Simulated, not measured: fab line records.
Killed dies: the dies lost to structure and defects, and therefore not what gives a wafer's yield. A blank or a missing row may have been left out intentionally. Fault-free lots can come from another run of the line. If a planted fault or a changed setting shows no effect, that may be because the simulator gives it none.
Problem report, 8D (eight disciplines) form, completed by code | flow gf180mcu | the parts of the form that need people (team, actions taken, sign-off) are left out

1. WHAT WENT WRONG
Across 4 wafers from 3 lots, MIM_CVD_05_THK at GF_MIM_THK_MEAS_06 averages 36.9 nm, while fault-free wafers read 42.0 nm with a standard deviation of 0.56. Measured from the usual mean, that is -9.1 standard deviations.
First seen on wafer L851.6, day 26 18:45, on film metro-03. The record has a number at this step for 37 wafers belonging to 13 lots. The rule behind "out" and "out of limits": a value lying over 4 standard deviations away from the usual mean. All remaining wafers that have a number are taken as sound.

2. WHAT IT IS AND WHAT IT IS NOT
question                    | is                                          | is not
which readings at this step | MIM_CVD_05_THK                              | -
which lots                  | L851, L852, L853                            | L845, L846, L860, L861, L862, L863, L864, L866, L867, L868
which wafers of those lots  | L851.6, L852.4, L852.6, L853.4              | L851.2, L851.3, L853.2
read on which gauges        | film metro-01, film metro-03, film metro-04 | -
when                        | from day 26 18:45                           | up to then (8 sound wafers); but 25 sound wafers of L853, L860, L861, L862, L863, L864, L866, L867, L868 came after

3. SUSPECTS, AND WHAT RULES EACH OUT
Counting: any tool at a process step up to the reading remains a suspect provided it ran every lot that is out. Sound lots after the first of them don't rule it out here, since some wafers of a struck lot are sound.
- ruled out: the gauge at GF_MIM_THK_MEAS_06. Those wafers that are out were read across 3 gauges (film metro-01, film metro-03, film metro-04).
- pecvd-04 at GF_MIM_CVD_05 (deposits Si3N4, target thk 42 nm, time 29.086 s): kept. It processed each lot that is out (first: L851, day 26 18:41); up to then, its last sound lot is L846 (day 25 01:32). On those wafers its own readings are out: run length s.
Left after counting: pecvd-04 at GF_MIM_CVD_05.

4. THE CAUSE (what the simulator had put in)
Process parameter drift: pecvd-04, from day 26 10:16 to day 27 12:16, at GF_MIM_CVD_05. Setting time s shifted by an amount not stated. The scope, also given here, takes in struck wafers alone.
Only this tool survived the counting.

5. THE EFFECT CHAIN, in route order
Each row: a reading whose mean over the struck wafers that have a number lies more than 3 standard deviations from the usual. Scope: only readings with a usual standard deviation given in the record; hours: median across lots of the time from each lot's start at the first step in this table that gives one to its start at this step; sigmas: change in usual standard deviations.
hours | step               | reading        | usual   | on struck wafers | change | sigmas
0     | GF_MIM_CVD_05      | run length s   | 57.1 s  | 53.0             | -4.1   | -8.2
0     | GF_MIM_THK_MEAS_06 | MIM_CVD_05_THK | 42.0 nm | 36.9             | -5.1   | -9.1
Here are the process steps it includes:
- GF_MIM_CVD_05: deposits Si3N4, target thk 42 nm, time 29.086 s.

6. HOW IT WOULD HAVE BEEN CAUGHT EARLIER
The first out-of-limits reading at a measuring or inspecting step in this record came at day 26 18:45, 8 hours after the fault's start at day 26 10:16.
Tool's own readings at GF_MIM_CVD_05, run length s: out on all struck wafers the step has rows for; an alarm limit on them would have tripped on the first.
Of the lots that are out (3), L852, L853 began GF_MIM_CVD_05 on pecvd-04 after day 26 18:45. A hold on the tool at that time would have spared those 2.
